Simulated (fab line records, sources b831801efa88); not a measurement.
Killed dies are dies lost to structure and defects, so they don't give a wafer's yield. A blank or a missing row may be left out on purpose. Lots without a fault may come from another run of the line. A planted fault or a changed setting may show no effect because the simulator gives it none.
Which tool did it? | flow gf180mcu | 24 lots, 72 wafers sampled, at 5 steps of a route of 602

WHAT THE GAUGES READ, wafer by wafer
GF_POLY_GATE_THK_MEAS_01. Usual: POLY_GATE_CVD_00_THK 200.1 nm, standard deviation 2.2.
lot  | measured     | on            | POLY_GATE_CVD_00_THK (nm) | flag
L074 | day 7 18:43  | film_metro-01 | 198.1 197.8 198.3         |
L075 | day 8 00:43  | film_metro-01 | 199.3 197.9 199.6         |
L076 | day 8 14:46  | film_metro-03 | 203.8 203.3 202.5         |
L077 | day 8 14:48  | film_metro-01 | 197.1 196.7 196.8         |
L078 | day 8 22:40  | film_metro-03 | 197.3 199.4 198.3         |
L079 | day 9 05:22  | film_metro-01 | 199.8 200.1 198.9         |
L080 | day 11 07:21 | film_metro-01 | 199.3 199.5 201.2         |
L081 | day 11 10:07 | film_metro-02 | 199.8 197.3 199.2         |
L082 | day 11 14:13 | film_metro-02 | 197.8 197.9 196.9         |
L083 | day 11 15:45 | film_metro-02 | 201.1 202.2 201.2         |
L084 | day 11 15:46 | film_metro-01 | 199.6 200.2 199.4         |
L085 | day 11 17:05 | film_metro-01 | 203.1 203.2 203.6         |
L086 | day 11 17:49 | film_metro-01 | 197.5 198.7 198.0         |
L087 | day 12 03:04 | film_metro-01 | 200.2 201.9 201.3         |
L088 | day 12 20:19 | film_metro-02 | 198.7 198.6 198.6         |
L089 | day 12 22:11 | film_metro-01 | 202.2 201.8 200.7         |
L090 | day 13 06:20 | film_metro-03 | 200.4 202.4 201.7         |
L091 | day 13 17:17 | film_metro-03 | 201.2 200.9 199.8         |
L092 | day 14 03:30 | film_metro-02 | 201.0 199.2 201.4         |
L094 | day 14 14:40 | film_metro-02 | 199.2 200.1 198.7         |
L093 | day 14 14:40 | film_metro-03 | 205.6 203.7 202.5         |
L095 | day 14 21:23 | film_metro-03 | 196.0 196.4 196.6         |
L097 | day 15 14:19 | film_metro-02 | 202.9 202.9 203.9         |
L096 | day 15 14:23 | film_metro-02 | 202.2 203.3 201.6         |

GF_HV_LDD_OVL_MEAS_32. Usual: HV_LDD_02_OVL 0.8 nm, standard deviation 1.5.
lot  | measured     | on         | HV_LDD_02_OVL (nm) | flag
L074 | day 10 19:01 | overlay-02 | -0.8 0.2 1.6       |
L075 | day 11 01:37 | overlay-02 | 0.1 -0.6 0.3       |
L076 | day 11 17:28 | overlay-02 | -0.7 0.2 0.3       |
L077 | day 11 18:58 | overlay-01 | 1.9 2.5 4.6        |
L078 | day 12 01:29 | overlay-01 | 3.1 2.6 3.8        |
L079 | day 12 09:43 | overlay-02 | 1.7 0.8 1.8        |
L080 | day 14 17:26 | overlay-01 | 1.9 1.6 3.9        |
L081 | day 14 21:31 | overlay-01 | -1.0 -0.4 -1.4     |
L082 | day 15 00:26 | overlay-01 | 2.0 1.2 2.7        |
L083 | day 15 03:10 | overlay-02 | 1.3 3.2 0.1        |
L084 | day 15 01:01 | overlay-01 | 2.2 0.1 -1.1       |
L085 | day 15 04:40 | overlay-02 | 0.8 -0.1 -1.1      |
L086 | day 15 05:14 | overlay-01 | -0.1 1.0 2.2       |
L087 | day 15 18:10 | overlay-02 | -0.6 -0.9 -0.7     |
L088 | day 16 13:52 | overlay-02 | 0.6 1.3 1.4        |
L089 | day 16 14:31 | overlay-02 | 0.8 -0.5 0.3       |
L090 | day 16 23:19 | overlay-02 | -0.8 2.1 0.4       |
L091 | day 17 11:08 | overlay-01 | 0.8 1.1 1.1        |
L092 | day 17 21:15 | overlay-01 | 1.6 0.1 0.9        |
L094 | day 18 15:19 | overlay-02 | 3.3 3.2 1.2        |
L093 | day 18 16:13 | overlay-01 | 0.7 1.1 0.0        |
L095 | day 19 00:25 | overlay-02 | -2.3 -1.6 1.7      |
L097 | day 19 13:52 | overlay-01 | 3.3 1.6 1.8        |
L096 | day 19 15:16 | overlay-02 | -0.2 0.7 -1.6      |

GF_V1_THK_MEAS_03. Usual: V1_CVD_02_THK 846 nm, standard deviation 11.
lot  | measured     | on            | V1_CVD_02_THK (nm) | flag
L074 | day 16 06:52 | film_metro-01 | 824 832 834        |
L075 | day 16 11:57 | film_metro-04 | 831 837 834        |
L076 | day 17 08:10 | film_metro-04 | 845 854 872        |
L077 | day 17 10:26 | film_metro-01 | 848 859 845        |
L078 | day 17 16:34 | film_metro-04 | 838 843 851        |
L079 | day 18 02:05 | film_metro-04 | 840 845 844        |
L080 | day 20 22:13 | film_metro-04 | 834 843 855        |
L081 | day 21 01:34 | film_metro-03 | 838 837 864        |
L082 | day 21 03:49 | film_metro-03 | 838 859 856        |
L083 | day 21 07:41 | film_metro-03 | 841 836 846        |
L084 | day 21 04:58 | film_metro-03 | 833 823 851        |
L085 | day 21 10:33 | film_metro-01 | 824 835 853        |
L086 | day 21 11:53 | film_metro-03 | 846 855 858        |
L087 | day 22 01:28 | film_metro-03 | 842 835 845        |
L088 | day 22 23:28 | film_metro-03 | 847 862 862        |
L089 | day 23 01:29 | film_metro-04 | 853 844 861        |
L090 | day 23 06:45 | film_metro-01 | 836 837 861        |
L091 | day 23 18:33 | film_metro-01 | 844 847 845        |
L092 | day 24 04:48 | film_metro-03 | 854 842 863        |
L094 | day 24 20:47 | film_metro-01 | 829 842 856        |
L093 | day 24 21:37 | film_metro-04 | 840 847 856        |
L095 | day 25 05:25 | film_metro-03 | 846 836 865        |
L097 | day 25 16:40 | film_metro-03 | 836 854 847        |
L096 | day 25 17:23 | film_metro-04 | 854 875 850        |

WHICH TOOL RAN EACH LOT (tool, then ch and the chambers of the sampled wafers, then the start)
lot  | GF_CONTACT_ETCH_16                 | GF_M1_SPUTTER_03
L074 | rie_diel-01 ch 1,2,3, day 15 06:50 | pvd_sputter-04, day 15 08:10
L075 | rie_diel-01 ch 0,2,3, day 15 12:31 | pvd_sputter-04, day 15 13:49
L076 | rie_diel-01 ch 0,1, day 16 06:38   | pvd_sputter-02, day 16 07:59
L077 | rie_diel-01 ch 0,1,2, day 16 08:35 | pvd_sputter-04, day 16 09:55
L078 | rie_diel-03 ch 0,1,2, day 16 14:53 | pvd_sputter-01, day 16 16:12
L079 | rie_diel-02 ch 0,2,3, day 16 23:43 | pvd_sputter-04, day 17 01:01
L080 | rie_diel-03 ch 0,1, day 19 19:05   | pvd_sputter-01, day 19 20:25
L081 | rie_diel-01 ch 0,1, day 19 22:41   | pvd_sputter-02, day 19 23:59
L082 | rie_diel-03 ch 0,2, day 20 01:40   | pvd_sputter-01, day 20 02:58
L083 | rie_diel-02 ch 1,2, day 20 05:51   | pvd_sputter-02, day 20 07:16
L084 | rie_diel-02 ch 0,2,3, day 20 02:29 | pvd_sputter-02, day 20 03:53
L085 | rie_diel-03 ch 0,1,3, day 20 07:59 | pvd_sputter-01, day 20 09:17
L086 | rie_diel-01 ch 0,1,3, day 20 09:26 | pvd_sputter-04, day 20 10:44
L087 | rie_diel-02 ch 1,2,3, day 20 23:15 | pvd_sputter-02, day 21 00:34
L088 | rie_diel-03 ch 0,2,3, day 21 21:14 | pvd_sputter-04, day 21 22:33
L089 | rie_diel-03 ch 0,2, day 21 23:11   | pvd_sputter-04, day 22 00:29
L090 | rie_diel-03 ch 0,1,3, day 22 05:44 | pvd_sputter-04, day 22 07:02
L091 | rie_diel-01 ch 2,3, day 22 17:44   | pvd_sputter-02, day 22 19:08
L092 | rie_diel-01 ch 0,2,3, day 23 04:42 | pvd_sputter-01, day 23 06:07
L094 | rie_diel-01 ch 2,3, day 23 20:32   | pvd_sputter-04, day 23 21:56
L093 | rie_diel-03 ch 0,3, day 23 21:39   | pvd_sputter-04, day 23 22:57
L095 | rie_diel-03 ch 0,2,3, day 24 05:38 | pvd_sputter-02, day 24 06:57
L097 | rie_diel-02 ch 0,1, day 24 17:39   | pvd_sputter-01, day 24 18:58
L096 | rie_diel-01 ch 0,1,3, day 24 18:32 | pvd_sputter-02, day 24 19:50
- GF_CONTACT_ETCH_16: etches BARC in N2/H2.
- GF_M1_SPUTTER_03: material Ti, target thk 10 nm, time 6.7 s.

WHAT THE TOOLS THEMSELVES READ (means of the sampled wafers that have a number; where no wafer has one, the mark that the record gives instead)
GF_CONTACT_ETCH_16. Usual: drypump_motor_current_A 5.8 A, standard deviation 0.52; oes_product_au 0.855 a.u., standard deviation 0.0051; throttle_valve_pct 13.224 %, standard deviation 0.0094.
lot  | tool        | drypump_motor_current_A (A) | oes_product_au (a.u.) | throttle_valve_pct (%) | flag
L074 | rie_diel-01 | 5.4                         | 0.853                 | 13.232                 |
L075 | rie_diel-01 | 5.9                         | 0.856                 | 13.222                 |
L076 | rie_diel-01 | 5.2                         | 0.856                 | 13.221                 |
L077 | rie_diel-01 | 5.6                         | 0.857                 | 13.232                 |
L078 | rie_diel-03 | 5.9                         | 0.857                 | 13.230                 |
L079 | rie_diel-02 | 5.8                         | 0.862                 | 13.228                 |
L080 | rie_diel-03 | 6.4                         | 0.856                 | 13.224                 |
L081 | rie_diel-01 | 5.8                         | 0.854                 | 13.229                 |
L082 | rie_diel-03 | 5.5                         | 0.854                 | 13.223                 |
L083 | rie_diel-02 | 6.1                         | 0.859                 | 13.226                 |
L084 | rie_diel-02 | 5.8                         | 0.857                 | 13.218                 |
L085 | rie_diel-03 | 6.2                         | 0.853                 | 13.225                 |
L086 | rie_diel-01 | 5.5                         | 0.858                 | 13.229                 |
L087 | rie_diel-02 | 5.9                         | 0.852                 | 13.209                 |
L088 | rie_diel-03 | 5.8                         | 0.852                 | 13.234                 |
L089 | rie_diel-03 | 5.5                         | 0.859                 | 13.228                 |
L090 | rie_diel-03 | 6.2                         | 0.851                 | 13.219                 |
L091 | rie_diel-01 | 5.7                         | 0.862                 | 13.225                 |
L092 | rie_diel-01 | 5.9                         | 0.848                 | 13.217                 |
L094 | rie_diel-01 | 5.7                         | 0.858                 | 13.222                 |
L093 | rie_diel-03 | 6.1                         | 0.856                 | 13.226                 |
L095 | rie_diel-03 | 5.8                         | 0.852                 | 13.233                 |
L097 | rie_diel-02 | 5.8                         | 0.848                 | 13.220                 |
L096 | rie_diel-01 | 5.6                         | 0.858                 | 13.215                 |

GF_M1_SPUTTER_03. Usual: throttle_valve_pct 29.9 %, standard deviation 0.65.
lot  | tool           | throttle_valve_pct (%) | flag
L074 | pvd_sputter-04 | 30.6                   |
L075 | pvd_sputter-04 | 30.3                   |
L076 | pvd_sputter-02 | 29.5                   |
L077 | pvd_sputter-04 | 30.8                   |
L078 | pvd_sputter-01 | 30.0                   |
L079 | pvd_sputter-04 | 30.9                   |
L080 | pvd_sputter-01 | 29.3                   |
L081 | pvd_sputter-02 | 29.8                   |
L082 | pvd_sputter-01 | 29.3                   |
L083 | pvd_sputter-02 | 30.1                   |
L084 | pvd_sputter-02 | 29.8                   |
L085 | pvd_sputter-01 | 29.9                   |
L086 | pvd_sputter-04 | 30.5                   |
L087 | pvd_sputter-02 | 30.0                   |
L088 | pvd_sputter-04 | 30.4                   |
L089 | pvd_sputter-04 | 30.6                   |
L090 | pvd_sputter-04 | 30.6                   |
L091 | pvd_sputter-02 | 30.1                   |
L092 | pvd_sputter-01 | 29.5                   |
L094 | pvd_sputter-04 | 30.3                   |
L093 | pvd_sputter-04 | 30.9                   |
L095 | pvd_sputter-02 | 29.7                   |
L097 | pvd_sputter-01 | 29.8                   |
L096 | pvd_sputter-02 | 29.4                   |

THE ANSWER, worked out from the rows above alone
Rule: a lot is off if the mean of its wafers that have a number lies more than 3 standard deviations from the usual mean. A lot without any number at a reading at which 4 lots or more have one is off too. The other lots that the step has rows for count as sound. The gauges are gone through in route order, then the tools' own readings, and for those a lot's mean is taken as printed above. The first step at which some lot is off is used, and at that step the reading that is off furthest; a lot without a number counts as furthest.
No lot is off at any reading shown: from this, nothing can be told.

WHAT THE SIMULATOR HAD PUT IN
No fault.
